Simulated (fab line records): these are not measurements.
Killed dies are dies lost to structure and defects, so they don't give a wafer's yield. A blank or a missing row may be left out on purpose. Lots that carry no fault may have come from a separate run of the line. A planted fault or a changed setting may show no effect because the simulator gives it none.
The tool behind it: which one?	flow gf180mcu	Sampling: 14 lots, 42 wafers, 5 of 602 route steps

WHAT EACH GAUGE READ, for each wafer
GF_NSD_CD_MEAS_07: the cd target is 400 nm.
lot	measured	on	cd nm (nm)
L407	day 13 18:12	cd sem-02	395.6 395.3 396.2
L408	day 14 04:42	cd sem-02	399.1 395.8 395.2
L409	day 14 08:48	cd sem-02	396.1 396.9 395.8
L410	day 14 17:51	cd sem-01	399.1 399.6 400.2
L412	day 15 10:37	cd sem-01	401.6 400.6 403.5
L413	day 15 22:05	cd sem-01	399.1 399.8 399.5
L414	day 16 05:21	cd sem-02	400.9 402.1 401.9
L417	day 17 10:09	cd sem-01	393.8 394.7 394.9
L418	day 17 13:06	cd sem-02	397.1 398.7 397.2
L423	day 19 13:16	cd sem-01	399.0 397.2 399.5
L425	day 19 21:24	cd sem-02	402.8 398.2 399.8
L426	day 20 03:19	cd sem-02	400.1 400.0 400.1
L427	day 20 18:28	cd sem-01	399.2 399.1 399.2
L428	day 21 00:41	cd sem-02	400.6 398.2 398.1

GF_SAB_THK_MEAS_01.
lot	measured	on	SAB_CVD_00_THK (nm)
L407	day 14 16:13	film metro-04	50.3 50.2 51.0
L408	day 15 02:55	film metro-02	49.9 49.9 51.5
L409	day 15 07:07	film metro-03	49.5 49.7 50.4
L410	day 15 16:46	film metro-02	49.8 51.3 51.4
L412	day 16 09:35	film metro-03	49.1 49.3 50.3
L413	day 16 21:37	film metro-02	101.2 102.4 101.4
L414	day 17 05:26	film metro-03	100.1 102.5 102.4
L417	day 18 10:31	film metro-03	50.4 49.4 49.8
L418	day 18 13:52	film metro-03	50.7 50.4 50.7
L423	day 20 14:49	film metro-03	49.8 50.3 50.0
L425	day 20 22:25	film metro-03	50.8 49.3 51.3
L426	day 21 04:10	film metro-04	50.2 50.3 51.4
L427	day 21 19:38	film metro-02	50.1 50.1 50.4
L428	day 22 01:38	film metro-04	49.5 51.1 50.5

GF_SALICIDE_RS_MEAS_04: measurement is done with a four-point probe.
lot	measured	on	SALICIDE_TIN_RS (ohm/sq)
L407	day 15 13:19	film metro-03	16.7 16.4 16.3
L408	day 16 01:12	film metro-03	16.5 16.6 16.5
L409	day 16 04:34	film metro-01	16.2 16.7 16.6
L410	day 16 14:51	film metro-01	16.4 15.8 16.1
L412	day 17 09:26	film metro-01	16.8 16.6 16.4
L413	day 17 21:11	film metro-03	16.0 15.9 16.2
L414	day 18 04:54	film metro-01	16.0 16.1 16.6
L417	day 19 11:17	film metro-03	15.8 15.8 15.9
L418	day 19 14:42	film metro-01	16.3 16.1 16.3
L423	day 21 14:53	film metro-01	16.4 16.4 16.8
L425	day 21 22:00	film metro-01	15.9 15.8 16.0
L426	day 22 03:07	film metro-01	16.1 16.1 15.8
L427	day 22 19:25	film metro-01	16.0 15.8 15.8
L428	day 23 00:35	film metro-02	16.4 16.2 16.4

WHICH TOOL RAN EACH LOT (tool, then ch and the chambers of the sampled wafers, then the start)
lot	GF_SAB_CVD_00	GF_SALICIDE_SPUTTER_02
L407	pecvd-03 ch 0,1, day 14 16:11	pvd sputter-04, day 15 13:15
L408	pecvd-02 ch 0,1,2, day 15 02:54	pvd sputter-04, day 16 01:08
L409	pecvd-03 ch 0,1,2, day 15 07:05	pvd sputter-03, day 16 04:30
L410	pecvd-04 ch 0,1, day 15 16:45	pvd sputter-04, day 16 14:47
L412	pecvd-03 ch 0,1,2, day 16 09:33	pvd sputter-03, day 17 09:22
L413	pecvd-03 ch 0,1, day 16 21:23	pvd sputter-01, day 17 21:06
L414	pecvd-02 ch 0,1,2, day 17 05:14	pvd sputter-01, day 18 04:51
L417	pecvd-03 ch 0,2, day 18 10:29	pvd sputter-04, day 19 11:14
L418	pecvd-03 ch 0,1, day 18 13:51	pvd sputter-01, day 19 14:39
L423	pecvd-02 ch 1,2, day 20 14:47	pvd sputter-01, day 21 14:49
L425	pecvd-04 ch 1,2, day 20 22:23	pvd sputter-04, day 21 21:56
L426	pecvd-04 ch 1,2, day 21 04:08	pvd sputter-04, day 22 03:02
L427	pecvd-04 ch 0,1,2, day 21 19:37	pvd sputter-03, day 22 19:21
L428	pecvd-03 ch 0,1, day 22 01:35	pvd sputter-01, day 23 00:29
- GF_SAB_CVD_00: deposits SiO2 from TEOS, target thk 50 nm, time 4.9302 s.
- GF_SALICIDE_SPUTTER_02: material Co, target thk 10 nm, time 20 s.

WHAT THE TOOLS THEMSELVES READ (means of the sampled wafers that have a number; where no wafer has one, the mark that the record gives instead)
GF_SAB_CVD_00.
lot	tool	heater power w (W)
L407	pecvd-03	616
L408	pecvd-02	766
L409	pecvd-03	627
L410	pecvd-04	615
L412	pecvd-03	649
L413	pecvd-03	666
L414	pecvd-02	756
L417	pecvd-03	642
L418	pecvd-03	634
L423	pecvd-02	787
L425	pecvd-04	616
L426	pecvd-04	646
L427	pecvd-04	635
L428	pecvd-03	660

GF_SALICIDE_SPUTTER_02.
lot	tool	throttle valve pct (%)
L407	pvd sputter-04	29.8
L408	pvd sputter-04	29.8
L409	pvd sputter-03	30.6
L410	pvd sputter-04	30.1
L412	pvd sputter-03	30.3
L413	pvd sputter-01	29.1
L414	pvd sputter-01	29.4
L417	pvd sputter-04	28.9
L418	pvd sputter-01	29.3
L423	pvd sputter-01	29.1
L425	pvd sputter-04	28.4
L426	pvd sputter-04	28.9
L427	pvd sputter-03	30.1
L428	pvd sputter-01	29.9

THE ANSWER, worked out from the rows above alone
Rule: what is usual is taken from the lots themselves. Put in order of their means at a reading, lots are off if they are a third of the lots or fewer, leave a main group of 4 or more, and stand apart from it by a gap of 3 or more times the standard deviation of the main group's means; of several such gaps the widest counts. Not used: any main group whose means are identical at the precision the tables above print for the reading. Also off: a lot with no number at a reading for which 4 or more lots have one. All remaining lots with rows at the step are treated as sound. The gauges are gone through in route order, then the tools' own readings, and for those a lot's mean is taken as printed above. The first step at which some lot is off is used, and at that step the reading that is off furthest; a lot without a number counts as furthest.
Off: L413, L414, at GF_SAB_THK_MEAS_01 (SAB_CVD_00_THK). Mean 50.3 nm and standard deviation 0.36 in the main group.
If a tool, at a process step before that reading, ran all the lots that are off and no sound lot after the first of them, it fits. Those tools and the gauges at GF_SAB_THK_MEAS_01 are tried in the same way. None of those tried fits.

WHAT HAD BEEN PUT IN BY THE SIMULATOR
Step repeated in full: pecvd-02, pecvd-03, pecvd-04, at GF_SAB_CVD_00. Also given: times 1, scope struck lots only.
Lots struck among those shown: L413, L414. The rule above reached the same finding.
